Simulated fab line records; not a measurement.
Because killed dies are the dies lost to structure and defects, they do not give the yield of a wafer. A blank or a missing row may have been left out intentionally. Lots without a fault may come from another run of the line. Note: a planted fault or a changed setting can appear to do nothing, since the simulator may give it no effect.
fab line records / flow sky130
record: lots: 6 wafers: 14 last_day: 50
route steps=708 shown VIA4@649 METAL5@661 PAD_OPEN@708
lots that met no fault: from a run of the same line without faults
start_h: hours from the record's opening day to when the first of the lot's shown wafers began / wait_h: hours since the lot's step before / " unchanged from the row above / L1.1+2: a single row standing in for several wafers / - no value, or no start given / * or withheld: withheld / < > ~ a bound
route shown NAME@n: a module of which the file shows steps, and the number in the route of the first / usual: mean and standard deviation over wafers with no fault / same: alike in all rows / chamber/n: place in a boat / sites: readings site by site / _std_site: how widely they spread, as a standard deviation / _edge_site: inner sites' mean taken away from outer sites' mean / radius_mm: for every site, how far away it sits from the centre of the wafer / mask NAME#n: copy n / behind: tool/chamber where the wafer was last shaped / hold: what put the lot on hold/how long, in hours/how the hold closed / device: names the non-switching transistor (n, p or np) / end of line: the tests these same wafers got at the end of their route / where a step has no rows: the recipe by itself / killed: dies that structure and defects cost at the first sort, which is not the same as the wafer's yield / map: shows each die of a wafer: x if killed, . if not, _ if none is there
set.NAME: the setting the step ran with; set.NAME@STEP: the setting that earlier step ran with / model.NAME: the simulator's own value behind a step, which no gauge read
certain route steps with their lots: each step a table, each wafer a row
services: the hour from which a tool's chamber was out of use, counted from the record's first day as start_h (under 0 if before that day), plus the number of hours and why
== steps ==
step: SKY_VIA4_DEVELOP_10
recipe: resist: NOVOLAK developer: TMAH develop_time_s: 60 dev_temp_c: 23
step: SKY_VIA4_OVL_MEAS_11
usual: VIA4_OVL: 0.3/1.1
lot.wafer=L399.2 tool=overlay-02 chamber=- start_h=1043.60 wait_h=0.1 VIA4_OVL[nm]=0.1
lot.wafer=L399.4 tool=overlay-02 chamber=- start_h=1043.60 wait_h=0.1 VIA4_OVL[nm]=1.5
lot.wafer=L399.6 tool=overlay-02 chamber=- start_h=1043.60 wait_h=0.1 VIA4_OVL[nm]=1.0
lot.wafer=L402.3 tool=overlay-02 chamber=- start_h=1046.07 wait_h=0.1 VIA4_OVL[nm]=0.3
lot.wafer=L402.5 tool=overlay-02 chamber=- start_h=1046.07 wait_h=0.1 VIA4_OVL[nm]=0.1
lot.wafer=L402.6 tool=overlay-02 chamber=- start_h=1046.07 wait_h=0.1 VIA4_OVL[nm]=0.5
lot.wafer=L407.6 tool=overlay-01 chamber=- start_h=1063.49 wait_h=0.0 VIA4_OVL[nm]=-0.6
lot.wafer=L409.1 tool=overlay-02 chamber=- start_h=1076.74 wait_h=0.1 VIA4_OVL[nm]=0.3
lot.wafer=L418.3 tool=overlay-01 chamber=- start_h=1125.66 wait_h=0.1 VIA4_OVL[nm]=-0.9
lot.wafer=L418.5 tool=overlay-01 chamber=- start_h=1125.66 wait_h=0.1 VIA4_OVL[nm]=0.7
lot.wafer=L418.6 tool=overlay-01 chamber=- start_h=1125.66 wait_h=0.1 VIA4_OVL[nm]=1.2
lot.wafer=L421.2 tool=overlay-01 chamber=- start_h=1143.50 wait_h=0.1 VIA4_OVL[nm]=1.3
lot.wafer=L421.5 tool=overlay-01 chamber=- start_h=1143.50 wait_h=0.1 VIA4_OVL[nm]=0.5
lot.wafer=L421.6 tool=overlay-01 chamber=- start_h=1143.50 wait_h=0.1 VIA4_OVL[nm]=0.6
step: SKY_VIA4_ETCH_12
recipe: target: SiO2 chemistry: C4F8/O2/Ar stop_on: TiN mask_material: NOVOLAK source_w: 1500 bias_w: 1200 pressure_mtorr: 40 c4f8_flow_sccm: withheld O2_flow_sccm: 6 Ar_flow_sccm: 300 time_s: withheld target_depth_a: 5800
usual: oes_product_au: 0.926/0.0053
lot.wafer=L399.2 tool=rie_diel-01 chamber=3 start_h=1043.63 wait_h=0.0 oes_product_au=0.921
lot.wafer=L399.4 tool=rie_diel-01 chamber=1 start_h=1043.63 wait_h=0.0 oes_product_au=0.930
lot.wafer=L399.6 tool=rie_diel-01 chamber=1 start_h=1043.63 wait_h=0.0 oes_product_au=0.924
lot.wafer=L402.3 tool=rie_diel-02 chamber=3 start_h=1046.09 wait_h=0.0 oes_product_au=0.930
lot.wafer=L402.5 tool=rie_diel-02 chamber=3 start_h=1046.09 wait_h=0.0 oes_product_au=0.923
lot.wafer=L402.6 tool=rie_diel-02 chamber=2 start_h=1046.09 wait_h=0.0 oes_product_au=0.922
lot.wafer=L407.6 tool=rie_diel-01 chamber=2 start_h=1063.53 wait_h=0.0 oes_product_au=0.916
lot.wafer=L409.1 tool=rie_diel-02 chamber=1 start_h=1076.78 wait_h=0.0 oes_product_au=0.921
lot.wafer=L418.3 tool=rie_diel-01 chamber=0 start_h=1125.69 wait_h=0.0 oes_product_au=0.932
lot.wafer=L418.5 tool=rie_diel-01 chamber=1 start_h=1125.69 wait_h=0.0 oes_product_au=0.921
lot.wafer=L418.6 tool=rie_diel-01 chamber=0 start_h=1125.69 wait_h=0.0 oes_product_au=0.925
lot.wafer=L421.2 tool=rie_diel-01 chamber=0 start_h=1143.53 wait_h=0.0 oes_product_au=0.921
lot.wafer=L421.5 tool=rie_diel-01 chamber=0 start_h=1143.53 wait_h=0.0 oes_product_au=0.918
lot.wafer=L421.6 tool=rie_diel-01 chamber=3 start_h=1143.53 wait_h=0.0 oes_product_au=0.920
step: SKY_VIA4_STRIP_13
recipe: chemistry: O2/N2 power_w: 1400 pressure_mtorr: 1500 platen_temp_c: withheld o2_flow_sccm: 3000 n2_flow_sccm: 300 overash_fraction: 0.5
step: SKY_VIA4_STRIP_14
recipe: chemistry: post_etch_residue_remover time_s: 1200 temp_c: 72.5
step: SKY_VIA4_CLEAN_15
recipe: chemistry: IPA time_s: 180 temp_c: 25
step: SKY_VIA4_CLEAN_16
recipe: chemistry: O3/DIW dry: n2_spin
step: SKY_VIA4_SPUTTER_17
recipe: material: TiN target_thk_nm: 20 chamber_pressure_pa: 5 power_w: 4000 time_s: 80
usual: cathode_dc_power_W: 3999.9/0.68 throttle_valve_pct: 30.1/1.2
lot.wafer=L399.2 tool=pvd_sputter-04 chamber=- start_h=1044.33 wait_h=0.0 cathode_dc_power_W=4000.1 throttle_valve_pct=30.8
lot.wafer=L399.4 tool=pvd_sputter-04 chamber=- start_h=1044.33 wait_h=0.0 cathode_dc_power_W=3998.8 throttle_valve_pct=28.7
lot.wafer=L399.6 tool=pvd_sputter-04 chamber=- start_h=1044.33 wait_h=0.0 cathode_dc_power_W=4000.0 throttle_valve_pct=28.4
lot.wafer=L402.3 tool=pvd_sputter-02 chamber=- start_h=1046.76 wait_h=0.0 cathode_dc_power_W=3999.8 throttle_valve_pct=29.5
lot.wafer=L402.5 tool=pvd_sputter-02 chamber=- start_h=1046.76 wait_h=0.0 cathode_dc_power_W=3998.5 throttle_valve_pct=31.3
lot.wafer=L402.6 tool=pvd_sputter-02 chamber=- start_h=1046.76 wait_h=0.0 cathode_dc_power_W=3999.0 throttle_valve_pct=30.8
lot.wafer=L407.6 tool=pvd_sputter-03 chamber=- start_h=1064.22 wait_h=0.0 cathode_dc_power_W=3999.6 throttle_valve_pct=29.2
lot.wafer=L409.1 tool=pvd_sputter-02 chamber=- start_h=1077.78 wait_h=0.0 cathode_dc_power_W=3999.7 throttle_valve_pct=29.3
lot.wafer=L418.3 tool=pvd_sputter-02 chamber=- start_h=1126.36 wait_h=0.0 cathode_dc_power_W=3999.9 throttle_valve_pct=29.2
lot.wafer=L418.5 tool=pvd_sputter-02 chamber=- start_h=1126.36 wait_h=0.0 cathode_dc_power_W=3999.8 throttle_valve_pct=30.5
lot.wafer=L418.6 tool=pvd_sputter-02 chamber=- start_h=1126.36 wait_h=0.0 cathode_dc_power_W=3999.2 throttle_valve_pct=31.0
lot.wafer=L421.2 tool=pvd_sputter-03 chamber=- start_h=1144.23 wait_h=0.0 cathode_dc_power_W=4000.7 throttle_valve_pct=28.4
lot.wafer=L421.5 tool=pvd_sputter-03 chamber=- start_h=1144.23 wait_h=0.0 cathode_dc_power_W=3999.7 throttle_valve_pct=29.9
lot.wafer=L421.6 tool=pvd_sputter-03 chamber=- start_h=1144.23 wait_h=0.0 cathode_dc_power_W=4000.2 throttle_valve_pct=28.2
step: SKY_VIA4_CVD_18
recipe: material: W target_thk_nm: 505 time_s: 152.14 temp_c: 400 pressure_torr: 40
usual: chamber_pressure_Torr: 40.02/0.092 heater_power_w: 830/34
lot.wafer=L399.2 tool=cvd_w-01 chamber=0 start_h=1044.39 wait_h=0.0 chamber_pressure_Torr=40.01 heater_power_w=894
lot.wafer=L399.4 tool=cvd_w-01 chamber=0 start_h=1044.39 wait_h=0.0 chamber_pressure_Torr=40.10 heater_power_w=907
lot.wafer=L399.6 tool=cvd_w-01 chamber=0 start_h=1044.39 wait_h=0.0 chamber_pressure_Torr=39.92 heater_power_w=881
lot.wafer=L402.3 tool=cvd_w-01 chamber=1 start_h=1046.87 wait_h=0.1 chamber_pressure_Torr=40.07 heater_power_w=826
lot.wafer=L402.5 tool=cvd_w-01 chamber=1 start_h=1046.87 wait_h=0.1 chamber_pressure_Torr=40.00 heater_power_w=820
lot.wafer=L402.6 tool=cvd_w-01 chamber=0 start_h=1046.87 wait_h=0.1 chamber_pressure_Torr=40.03 heater_power_w=882
lot.wafer=L407.6 tool=cvd_w-02 chamber=0 start_h=1064.35 wait_h=0.1 chamber_pressure_Torr=40.03 heater_power_w=821
lot.wafer=L409.1 tool=cvd_w-02 chamber=1 start_h=1077.85 wait_h=0.0 chamber_pressure_Torr=40.06 heater_power_w=790
lot.wafer=L418.3 tool=cvd_w-01 chamber=1 start_h=1126.47 wait_h=0.1 chamber_pressure_Torr=40.10 heater_power_w=808
lot.wafer=L418.5 tool=cvd_w-01 chamber=1 start_h=1126.47 wait_h=0.1 chamber_pressure_Torr=39.93 heater_power_w=820
lot.wafer=L418.6 tool=cvd_w-01 chamber=0 start_h=1126.47 wait_h=0.1 chamber_pressure_Torr=39.97 heater_power_w=886
lot.wafer=L421.2 tool=cvd_w-01 chamber=0 start_h=1144.29 wait_h=0.0 chamber_pressure_Torr=39.87 heater_power_w=883
lot.wafer=L421.5 tool=cvd_w-01 chamber=1 start_h=1144.29 wait_h=0.0 chamber_pressure_Torr=40.01 heater_power_w=825
lot.wafer=L421.6 tool=cvd_w-01 chamber=0 start_h=1144.29 wait_h=0.0 chamber_pressure_Torr=40.11 heater_power_w=883
step: SKY_VIA4_RS_MEAS_19
recipe: thk_meas_gauge: four-point-probe reads: W_of_VIA4_CVD_18+TiN_of_VIA4_SPUTTER_17
usual: VIA4_W_RS: 0.227/0.0032
lot.wafer=L399.2 tool=film_metro-04 chamber=- start_h=1044.56 wait_h=0.1 VIA4_W_RS[ohm/sq]=0.222
lot.wafer=L399.4 tool=film_metro-04 chamber=- start_h=1044.56 wait_h=0.1 VIA4_W_RS[ohm/sq]=0.224
lot.wafer=L399.6 tool=film_metro-04 chamber=- start_h=1044.56 wait_h=0.1 VIA4_W_RS[ohm/sq]=0.223
lot.wafer=L402.3 tool=film_metro-04 chamber=- start_h=1047.01 wait_h=0.1 VIA4_W_RS[ohm/sq]=0.232
lot.wafer=L402.5 tool=film_metro-04 chamber=- start_h=1047.01 wait_h=0.1 VIA4_W_RS[ohm/sq]=0.231
lot.wafer=L402.6 tool=film_metro-04 chamber=- start_h=1047.01 wait_h=0.1 VIA4_W_RS[ohm/sq]=0.223
lot.wafer=L407.6 tool=film_metro-04 chamber=- start_h=1064.50 wait_h=0.1 VIA4_W_RS[ohm/sq]=0.227
lot.wafer=L409.1 tool=film_metro-03 chamber=- start_h=1078.00 wait_h=0.1 VIA4_W_RS[ohm/sq]=0.225
lot.wafer=L418.3 tool=film_metro-03 chamber=- start_h=1126.61 wait_h=0.1 VIA4_W_RS[ohm/sq]=0.233
lot.wafer=L418.5 tool=film_metro-03 chamber=- start_h=1126.61 wait_h=0.1 VIA4_W_RS[ohm/sq]=0.232
lot.wafer=L418.6 tool=film_metro-03 chamber=- start_h=1126.61 wait_h=0.1 VIA4_W_RS[ohm/sq]=0.226
lot.wafer=L421.2 tool=film_metro-04 chamber=- start_h=1144.46 wait_h=0.1 VIA4_W_RS[ohm/sq]=0.224
lot.wafer=L421.5 tool=film_metro-04 chamber=- start_h=1144.46 wait_h=0.1 VIA4_W_RS[ohm/sq]=0.231
lot.wafer=L421.6 tool=film_metro-04 chamber=- start_h=1144.46 wait_h=0.1 VIA4_W_RS[ohm/sq]=0.226
step: SKY_VIA4_THK_MEAS_20
recipe: thk_meas_gauge: xrf reads: W_of_VIA4_CVD_18
usual: VIA4_W_THK: 510/8.1
lot.wafer=L399.2 tool=film_metro-04 chamber=- start_h=1044.67 wait_h=0.1 VIA4_W_THK[nm]=516
lot.wafer=L399.4 tool=film_metro-04 chamber=- start_h=1044.67 wait_h=0.1 VIA4_W_THK[nm]=514
lot.wafer=L399.6 tool=film_metro-04 chamber=- start_h=1044.67 wait_h=0.1 VIA4_W_THK[nm]=516
lot.wafer=L402.3 tool=film_metro-04 chamber=- start_h=1047.11 wait_h=0.1 VIA4_W_THK[nm]=495
lot.wafer=L402.5 tool=film_metro-04 chamber=- start_h=1047.11 wait_h=0.1 VIA4_W_THK[nm]=497
lot.wafer=L402.6 tool=film_metro-04 chamber=- start_h=1047.11 wait_h=0.1 VIA4_W_THK[nm]=517
lot.wafer=L407.6 tool=film_metro-04 chamber=- start_h=1064.57 wait_h=0.1 VIA4_W_THK[nm]=503
lot.wafer=L409.1 tool=film_metro-03 chamber=- start_h=1078.12 wait_h=0.1 VIA4_W_THK[nm]=513
lot.wafer=L418.3 tool=film_metro-03 chamber=- start_h=1126.71 wait_h=0.1 VIA4_W_THK[nm]=500
lot.wafer=L418.5 tool=film_metro-03 chamber=- start_h=1126.71 wait_h=0.1 VIA4_W_THK[nm]=499
lot.wafer=L418.6 tool=film_metro-03 chamber=- start_h=1126.71 wait_h=0.1 VIA4_W_THK[nm]=507
lot.wafer=L421.2 tool=film_metro-04 chamber=- start_h=1144.57 wait_h=0.1 VIA4_W_THK[nm]=512
lot.wafer=L421.5 tool=film_metro-04 chamber=- start_h=1144.57 wait_h=0.1 VIA4_W_THK[nm]=498
lot.wafer=L421.6 tool=film_metro-04 chamber=- start_h=1144.57 wait_h=0.1 VIA4_W_THK[nm]=510
step: SKY_VIA4_CMP_21
recipe: stop_on: SiO2 t_overpolish_s: 25 down_force_psi: 3.5 platen_rpm: 60 target_thk_nm: 0 pad_velocity_m_s: 0.94248
usual: motor_current_A: 11.0/0.75 overpolish_run_s: 25.001/0.0093 time_to_endpoint_s: 123/4
lot.wafer=L399.4 tool=cmp-01 chamber=2 start_h=1044.77 wait_h=0.1 motor_current_A=11.3 overpolish_run_s=24.989 time_to_endpoint_s=118
lot.wafer=L399.2 tool=cmp-01 chamber=0 start_h=1044.77 wait_h=0.1 motor_current_A=10.9 overpolish_run_s=24.997 time_to_endpoint_s=118
lot.wafer=L399.6 tool=cmp-01 chamber=1 start_h=1044.77 wait_h=0.1 motor_current_A=9.9 overpolish_run_s=24.998 time_to_endpoint_s=122
lot.wafer=L402.3 tool=cmp-01 chamber=1 start_h=1047.30 wait_h=0.2 motor_current_A=10.3 overpolish_run_s=25.017 time_to_endpoint_s=123
lot.wafer=L402.6 tool=cmp-01 chamber=2 start_h=1047.30 wait_h=0.2 motor_current_A=11.7 overpolish_run_s=24.996 time_to_endpoint_s=118
lot.wafer=L402.5 tool=cmp-01 chamber=3 start_h=1047.30 wait_h=0.2 motor_current_A=9.5 overpolish_run_s=25.012 time_to_endpoint_s=125
lot.wafer=L407.6 tool=cmp-01 chamber=2 start_h=1064.83 wait_h=0.2 motor_current_A=11.1 overpolish_run_s=24.995 time_to_endpoint_s=120
lot.wafer=L409.1 tool=cmp-02 chamber=2 start_h=1078.23 wait_h=0.1 motor_current_A=10.6 overpolish_run_s=25.003 time_to_endpoint_s=124
lot.wafer=L418.3 tool=cmp-02 chamber=3 start_h=1126.80 wait_h=0.1 motor_current_A=12.3 overpolish_run_s=24.989 time_to_endpoint_s=124
lot.wafer=L418.5 tool=cmp-02 chamber=2 start_h=1126.80 wait_h=0.1 motor_current_A=10.5 overpolish_run_s=25.010 time_to_endpoint_s=121
lot.wafer=L418.6 tool=cmp-02 chamber=3 start_h=1126.80 wait_h=0.1 motor_current_A=11.9 overpolish_run_s=25.006 time_to_endpoint_s=126
lot.wafer=L421.2 tool=cmp-02 chamber=3 start_h=1144.77 wait_h=0.2 motor_current_A=11.3 overpolish_run_s=24.985 time_to_endpoint_s=125
lot.wafer=L421.5 tool=cmp-02 chamber=0 start_h=1144.77 wait_h=0.2 motor_current_A=10.9 overpolish_run_s=24.999 time_to_endpoint_s=121
lot.wafer=L421.6 tool=cmp-02 chamber=1 start_h=1144.77 wait_h=0.2 motor_current_A=10.6 overpolish_run_s=24.991 time_to_endpoint_s=117
step: SKY_METAL5_SPUTTER_00
recipe: material: Ti target_thk_nm: 15 power_w: 3000 time_s: 10 chamber_pressure_pa: 0.4
usual: cathode_dc_power_W: 3000.0/0.51 throttle_valve_pct: 30.2/1.2
lot.wafer=L399.2 tool=pvd_sputter-04 chamber=- start_h=1045.02 wait_h=0.1 cathode_dc_power_W=2999.9 throttle_valve_pct=31.9 model.Ti_of_METAL5_SPUTTER_00.thk_nm=15.1
lot.wafer=L399.4 tool=pvd_sputter-04 chamber=- start_h=1045.02 wait_h=0.1 cathode_dc_power_W=3000.4 throttle_valve_pct=28.6 model.Ti_of_METAL5_SPUTTER_00.thk_nm=15.51
lot.wafer=L399.6 tool=pvd_sputter-04 chamber=- start_h=1045.02 wait_h=0.1 cathode_dc_power_W=2999.7 throttle_valve_pct=28.4 model.Ti_of_METAL5_SPUTTER_00.thk_nm=15.06
lot.wafer=L402.3 tool=pvd_sputter-01 chamber=- start_h=1047.45 wait_h=0.1 cathode_dc_power_W=3000.9 throttle_valve_pct=30.4 model.Ti_of_METAL5_SPUTTER_00.thk_nm=15.2
lot.wafer=L402.5 tool=pvd_sputter-01 chamber=- start_h=1047.45 wait_h=0.1 cathode_dc_power_W=3000.1 throttle_valve_pct=32.0 model.Ti_of_METAL5_SPUTTER_00.thk_nm=14.96
lot.wafer=L402.6 tool=pvd_sputter-01 chamber=- start_h=1047.45 wait_h=0.1 cathode_dc_power_W=3000.7 throttle_valve_pct=29.5 model.Ti_of_METAL5_SPUTTER_00.thk_nm=14.89
lot.wafer=L407.6 tool=pvd_sputter-01 chamber=- start_h=1064.89 wait_h=0.0 cathode_dc_power_W=3215.9 throttle_valve_pct=30.6 model.Ti_of_METAL5_SPUTTER_00.thk_nm=16.53
lot.wafer=L409.1 tool=pvd_sputter-01 chamber=- start_h=1078.48 wait_h=0.2 cathode_dc_power_W=3216.8 throttle_valve_pct=30.7 model.Ti_of_METAL5_SPUTTER_00.thk_nm=16
lot.wafer=L418.3 tool=pvd_sputter-04 chamber=- start_h=1127.05 wait_h=0.2 cathode_dc_power_W=2999.6 throttle_valve_pct=28.6 model.Ti_of_METAL5_SPUTTER_00.thk_nm=15.25
lot.wafer=L418.5 tool=pvd_sputter-04 chamber=- start_h=1127.05 wait_h=0.2 cathode_dc_power_W=2999.9 throttle_valve_pct=28.4 model.Ti_of_METAL5_SPUTTER_00.thk_nm=15.44
lot.wafer=L418.6 tool=pvd_sputter-04 chamber=- start_h=1127.05 wait_h=0.2 cathode_dc_power_W=3000.4 throttle_valve_pct=30.7 model.Ti_of_METAL5_SPUTTER_00.thk_nm=15.19
lot.wafer=L421.2 tool=pvd_sputter-04 chamber=- start_h=1144.92 wait_h=0.1 cathode_dc_power_W=2999.5 throttle_valve_pct=28.4 model.Ti_of_METAL5_SPUTTER_00.thk_nm=15.48
lot.wafer=L421.5 tool=pvd_sputter-04 chamber=- start_h=1144.92 wait_h=0.1 cathode_dc_power_W=2999.8 throttle_valve_pct=28.5 model.Ti_of_METAL5_SPUTTER_00.thk_nm=15.35
lot.wafer=L421.6 tool=pvd_sputter-04 chamber=- start_h=1144.92 wait_h=0.1 cathode_dc_power_W=3000.5 throttle_valve_pct=28.6 model.Ti_of_METAL5_SPUTTER_00.thk_nm=15.27
step: SKY_METAL5_SPUTTER_01
recipe: material: TiN target_thk_nm: 20 power_w: 6500 time_s: 16.26 chamber_pressure_pa: 0.4
usual: cathode_dc_power_W: 6500.2/1.2 throttle_valve_pct: 30.1/1.2
lot.wafer=L399.2 tool=pvd_sputter-04 chamber=- start_h=1045.05 wait_h=0.0 cathode_dc_power_W=6499.0 throttle_valve_pct=31.5
lot.wafer=L399.4 tool=pvd_sputter-04 chamber=- start_h=1045.05 wait_h=0.0 cathode_dc_power_W=6502.1 throttle_valve_pct=28.3
lot.wafer=L399.6 tool=pvd_sputter-04 chamber=- start_h=1045.05 wait_h=0.0 cathode_dc_power_W=6500.6 throttle_valve_pct=28.7
lot.wafer=L402.3 tool=pvd_sputter-01 chamber=- start_h=1047.47 wait_h=0.0 cathode_dc_power_W=6501.5 throttle_valve_pct=30.4
lot.wafer=L402.5 tool=pvd_sputter-01 chamber=- start_h=1047.47 wait_h=0.0 cathode_dc_power_W=6499.4 throttle_valve_pct=31.8
lot.wafer=L402.6 tool=pvd_sputter-01 chamber=- start_h=1047.47 wait_h=0.0 cathode_dc_power_W=6499.0 throttle_valve_pct=29.4
lot.wafer=L407.6 tool=pvd_sputter-01 chamber=- start_h=1064.91 wait_h=0.0 cathode_dc_power_W=6500.9 throttle_valve_pct=30.3
lot.wafer=L409.1 tool=pvd_sputter-01 chamber=- start_h=1078.50 wait_h=0.0 cathode_dc_power_W=6501.1 throttle_valve_pct=30.7
lot.wafer=L418.3 tool=pvd_sputter-04 chamber=- start_h=1127.07 wait_h=0.0 cathode_dc_power_W=6499.1 throttle_valve_pct=28.4
lot.wafer=L418.5 tool=pvd_sputter-04 chamber=- start_h=1127.07 wait_h=0.0 cathode_dc_power_W=6499.9 throttle_valve_pct=28.3
lot.wafer=L418.6 tool=pvd_sputter-04 chamber=- start_h=1127.07 wait_h=0.0 cathode_dc_power_W=6500.1 throttle_valve_pct=30.7
lot.wafer=L421.2 tool=pvd_sputter-04 chamber=- start_h=1144.94 wait_h=0.0 cathode_dc_power_W=6501.2 throttle_valve_pct=28.5
lot.wafer=L421.5 tool=pvd_sputter-04 chamber=- start_h=1144.94 wait_h=0.0 cathode_dc_power_W=6498.8 throttle_valve_pct=28.8
lot.wafer=L421.6 tool=pvd_sputter-04 chamber=- start_h=1144.94 wait_h=0.0 cathode_dc_power_W=6497.2 throttle_valve_pct=28.5
step: SKY_PAD_OPEN_PROBE_99
usual: killed_at_M0_to_M3: 44/6.7 killed_at_M4_up: 3.1/1.8 killed_at_contacts: 24/5.1 killed_at_front_end: 16/4.7 killed_at_other: 0.3/0.59 killed_dies: 88/9.6 killed_open: 48/7.3 killed_short: 39/6.5
same: gross_dies: 492 killed_at_back_side: 0
lot.wafer=L407.6 tool=prober-01 chamber=- start_h=1131.52 wait_h=0.2 killed_at_M0_to_M3=41 killed_at_M4_up=2 killed_at_contacts=26 killed_at_front_end=17 killed_at_other=0 killed_dies=86 killed_open=49 killed_short=37
killed by level:class
L407.6 CONTACT:geometric_particle:open=14 VIA1:geometric_particle:open=11 METAL2:geometric_particle:short=7 METAL1:geometric_particle:short=5 LI_CONTACT:geometric_particle:open=4 VIA2:geometric_particle:open=4 VIA3:geometric_particle:open=4 FIELD_ISO:geometric_particle:open=3
== services ==
tool=pvd_sputter-01 chamber=0 start_h=1025.32 hours=- kind=consumable_replace:kit
tool=pvd_sputter-01 chamber=0 start_h=1025.32 hours=18.0 kind=scheduled_down
tool=pvd_sputter-01 chamber=0 start_h=1025.32 hours=18.0 kind=vent_cycle
tool=cvd_w-01 chamber=- start_h=1025.35 hours=2.8 kind=pm
tool=pvd_sputter-01 chamber=- start_h=1040.28 hours=6.3 kind=repair
tool=rie_diel-01 chamber=2 start_h=1047.04 hours=2.9 kind=repair
tool=cmp-01 chamber=- start_h=1052.83 hours=3.3 kind=repair
tool=cmp-02 chamber=- start_h=1084.44 hours=4.0 kind=pm
tool=pvd_sputter-01 chamber=3 start_h=1084.72 hours=- kind=consumable_replace:kit
tool=pvd_sputter-01 chamber=3 start_h=1084.72 hours=18.0 kind=scheduled_down
tool=pvd_sputter-01 chamber=3 start_h=1084.72 hours=18.0 kind=vent_cycle
tool=rie_diel-02 chamber=3 start_h=1086.40 hours=4.4 kind=repair
tool=cmp-02 chamber=- start_h=1088.44 hours=- kind=consumable_replace:conditioner
tool=cmp-02 chamber=- start_h=1088.44 hours=- kind=consumable_replace:pad
tool=cmp-01 chamber=- start_h=1088.62 hours=6.0 kind=pm
tool=rie_diel-01 chamber=3 start_h=1099.04 hours=2.9 kind=repair
tool=cmp-02 chamber=- start_h=1104.17 hours=4.9 kind=pm
tool=pvd_sputter-02 chamber=0 start_h=1118.56 hours=- kind=consumable_replace:kit
tool=pvd_sputter-02 chamber=0 start_h=1118.56 hours=18.0 kind=scheduled_down
tool=pvd_sputter-02 chamber=0 start_h=1118.56 hours=18.0 kind=vent_cycle
tool=pvd_sputter-04 chamber=2 start_h=1121.34 hours=- kind=consumable_replace:kit
tool=pvd_sputter-04 chamber=2 start_h=1121.34 hours=18.0 kind=scheduled_down
tool=pvd_sputter-04 chamber=2 start_h=1121.34 hours=18.0 kind=vent_cycle
tool=cmp-01 chamber=- start_h=1133.41 hours=2.2 kind=repair
== key ==
first_sign: step: SKY_METAL5_SPUTTER_00 reading: cathode_dc_power_W direction: up sigmas: 99+ usual: 3000.0 struck: 3216.3
effect none on later readings
model_effect: step: SKY_METAL5_SPUTTER_00 value: Ti_of_METAL5_SPUTTER_00.thk_nm without: 15.18 struck: 16.26
met_at SKY_METAL5_SPUTTER_00
struck_wafers L407.6,L409.1
tester_left_out L407,L409
onset_between 1047.45 1064.89
earlier_fault: kind: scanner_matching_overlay tool: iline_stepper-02 chamber: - onset_h: 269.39 steps: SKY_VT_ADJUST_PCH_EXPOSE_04 offset: 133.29
fault: kind: process_parameter_drift tool: pvd_sputter-01 chamber: - onset_h: 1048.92 steps: SKY_METAL5_SPUTTER_00 channel: power_w offset: * shape: step acts_in: * stated: * scope: struck_wafers_only
tester_left_out: of these lots the tester's yield and bins aren't shown, on N5 and GAA mostly nor the transistor test; their killed dies are dies lost to structure and defects alone, not to doping, threshold or leakage, so they don't give the yield
